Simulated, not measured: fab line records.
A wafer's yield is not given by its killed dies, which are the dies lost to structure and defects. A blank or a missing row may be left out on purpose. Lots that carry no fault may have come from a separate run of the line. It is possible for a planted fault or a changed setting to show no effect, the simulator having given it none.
A struck lot beside a sound one    flow sky130    43 out of 708 route steps
Sound: these wafers, L748.2, L748.5, L748.6. Wafers struck: L738.1, L738.4, L738.5. At the end, the cause is stated.
For every step that has rows: the tool of each side, followed by ch and its chambers, followed by its first start. Under that, the readings that differ: sound wafers    struck wafers    difference of the means    sigmas: that difference in standard deviations of wafers without a fault.
alike: same words and numbers on both sides, and readings whose means sit less than 2 such deviations apart. not compared: any withheld reading, any reading some wafer has no value for, any bound like >300 that may hide the same value, and any number with overlapping values for which the record gives no deviation.
A row with sigmas, a row that says differs or no value, or rows on one side alone: a step with any of these is where the two part. Numbers that have no deviation but don't overlap get no sigmas and don't part them. A reading that every wafer of one side lacks parts them only if that side has two wafers or more.

first, 5 steps without rows for these wafers: SKY_LDD_N_COAT_02 (resist thk 300 nm); SKY_LDD_N_SOFTBAKE_03 (time 60 s); SKY_LDD_N_EXPOSE_04 (exposes mask NTM, target cd 840 nm); SKY_LDD_N_PEB_05; SKY_LDD_N_DEVELOP_06 (develop time 60 s).
SKY_LDD_N_OVL_MEAS_07:
  sound: overlay-01 at day 25 03:20; struck: overlay-01 at day 21 07:18
  alike: LDD_N_OVL
then, 6 steps without rows for these wafers: SKY_LDD_N_IMPLANT_08; SKY_LDD_N_IMPLANT_09; SKY_LDD_N_IMPLANT_10; SKY_LDD_N_IMPLANT_11; SKY_LDD_N_IMPLANT_12; SKY_LDD_N_IMPLANT_13.
SKY_LDD_N_IMPLANT_14:
  sound on implanter-01 ch 0, day 25 04:17; struck on implanter-03 ch 0, day 21 08:14
after that, 1 step had no rows for these wafers: SKY_LDD_N_IMPLANT_15.
SKY_LDD_N_STRIP_16: strips in O2/N2.
  sound on plasma asher-02 ch 0,1, day 25 04:34; struck on plasma asher-04 ch 0,1, day 21 08:32
  alike: drypump motor current A, o2 flow sccm, oes product au, strip time to endpoint s
  not compared: rf hours counter h
SKY_LDD_N_TW_MEAS_17:
  sound: film metro-01 at day 25 04:40; struck: film metro-02 at day 21 08:38
  alike: LDD_N_TW
then, 7 steps without rows for these wafers: SKY_LDD_P_DEHYDRATE_00 (time 60 s); SKY_LDD_P_HMDS_01 (prime time 60 s); SKY_LDD_P_COAT_02 (resist thk 1140 nm); SKY_LDD_P_SOFTBAKE_03 (time 60 s); SKY_LDD_P_EXPOSE_04 (exposes mask PSDM, target cd 380 nm); SKY_LDD_P_PEB_05; SKY_LDD_P_DEVELOP_06 (develop time 60 s).
SKY_LDD_P_CD_MEAS_07: target cd 380 nm.
  sound: cd sem-01 at day 26 09:01; struck: cd sem-02 at day 22 15:07
  alike: cd nm
SKY_LDD_P_OVL_MEAS_08:
  sound: overlay-02 at day 26 09:07; struck: overlay-02 at day 22 15:14
  alike: LDD_P_OVL
after that, 1 step had no rows for these wafers: SKY_LDD_P_IMPLANT_09.
SKY_LDD_P_STRIP_10: strips in O2/N2.
  sound on plasma asher-03 ch 0,1, day 26 09:18; struck on plasma asher-04 ch 0, day 22 15:25
  alike: drypump motor current A, o2 flow sccm, oes product au, strip time to endpoint s
  not compared: rf hours counter h
SKY_LDD_P_TW_MEAS_11:
  sound: film metro-03 at day 26 09:25; struck: film metro-03 at day 22 15:31
reading   sound              struck             difference  sigmas
LDD_P_TW  642.7 640.8 639.1  634.7 634.6 631.2  -7.4        -3
then, 7 steps without rows for these wafers: SKY_LDD_HVN_DEHYDRATE_00 (time 60 s); SKY_LDD_HVN_HMDS_01 (prime time 60 s); SKY_LDD_HVN_COAT_02 (resist thk 300 nm); SKY_LDD_HVN_SOFTBAKE_03 (time 60 s); SKY_LDD_HVN_EXPOSE_04 (exposes mask HVNTM, target cd 700 nm); SKY_LDD_HVN_PEB_05; SKY_LDD_HVN_DEVELOP_06 (develop time 60 s).
SKY_LDD_HVN_OVL_MEAS_07:
  sound: overlay-02 at day 27 13:30; struck: overlay-02 at day 23 21:48
  alike: LDD_HVN_OVL
after that, 1 step had no rows for these wafers: SKY_LDD_HVN_IMPLANT_08.
SKY_LDD_HVN_STRIP_09: strips in O2/N2.
  sound on plasma asher-02 ch 0,1, day 27 13:41; struck on plasma asher-01 ch 0,1, day 23 21:59
reading              sound           struck          difference  sigmas
o2 flow sccm (sccm)  3007 3006 3018  3002 2978 2988  -21         -2
  alike: drypump motor current A, oes product au, strip time to endpoint s
  not compared: rf hours counter h
SKY_LDD_HVN_TW_MEAS_10:
  sound: film metro-04 at day 27 13:47; struck: film metro-03 at day 23 22:05
  alike: LDD_HVN_TW
then, 3 steps without rows for these wafers: SKY_LDD_HVP_DEHYDRATE_00 (time 60 s); SKY_LDD_HVP_HMDS_01 (prime time 60 s); SKY_LDD_HVP_COAT_02 (resist thk 300 nm).
-- the record jumps here: 24 days lie between the struck wafers' starts before and after (it left off in module LDD_HVP and takes up again in module PAD_OPEN, whose first step shown is number 708 of the route) --
SKY_PAD_OPEN_PROBE_99:
  sound: prober-02 at day 50 10:47; struck: prober-02 at day 48 05:28
reading                                            sound                 struck                difference  sigmas
model.etest.diode nwell sub.leak log10 a cm2       -7.24 -7.635 -7.1     -6.122 -6.212 -6.076  +1.188      
model.etest.diode dnwell sub.leak log10 a cm2      -7.323 -6.987 -7.147  -6.15 -6.384 -6.394   +0.84       
model.etest.diode pwell dnwell.leak log10 a cm2    -7.482 -7.65 -7.332   -6.597 -6.526 -6.564  +0.926      
model.etest.diode ndiff pwell hv.leak log10 a cm2  -6.804 -6.698 -6.8    -6.146 -6.016 -6.248  +0.631      
model.etest.diode pdiff nwell hv.leak log10 a cm2  -6.598 -6.526 -6.556  -5.919 -6.29 -5.956   +0.505      
model.etest.diode ndiff pwell.leak log10 a cm2     -7.336 -7.472 -7.422  -6.561 -6.774 -6.673  +0.741      
model.etest.diode pdiff nwell.leak log10 a cm2     -7.011 -7.088 -7.25   -6.949 -6.679 -6.66   +0.354      
model.etest.nfet_16v.off log10 a um                -13.9 -13.78 -13.72   -13.18 -13.26 -13.28  +0.56       
  alike: killed_at_M0_to_M3, killed_at_M4_up, killed at contacts, killed at front end, killed at other, killed dies, killed open, killed short

== WHERE THEY PART ==
Last at SKY_LDD_HVN_STRIP_09 as far as this record goes, first at SKY_LDD_P_TW_MEAS_11. Later steps at which nothing parts them and some readings are alike: SKY_LDD_HVN_TW_MEAS_10, SKY_PAD_OPEN_PROBE_99.

WHY: the cause the simulator had injected
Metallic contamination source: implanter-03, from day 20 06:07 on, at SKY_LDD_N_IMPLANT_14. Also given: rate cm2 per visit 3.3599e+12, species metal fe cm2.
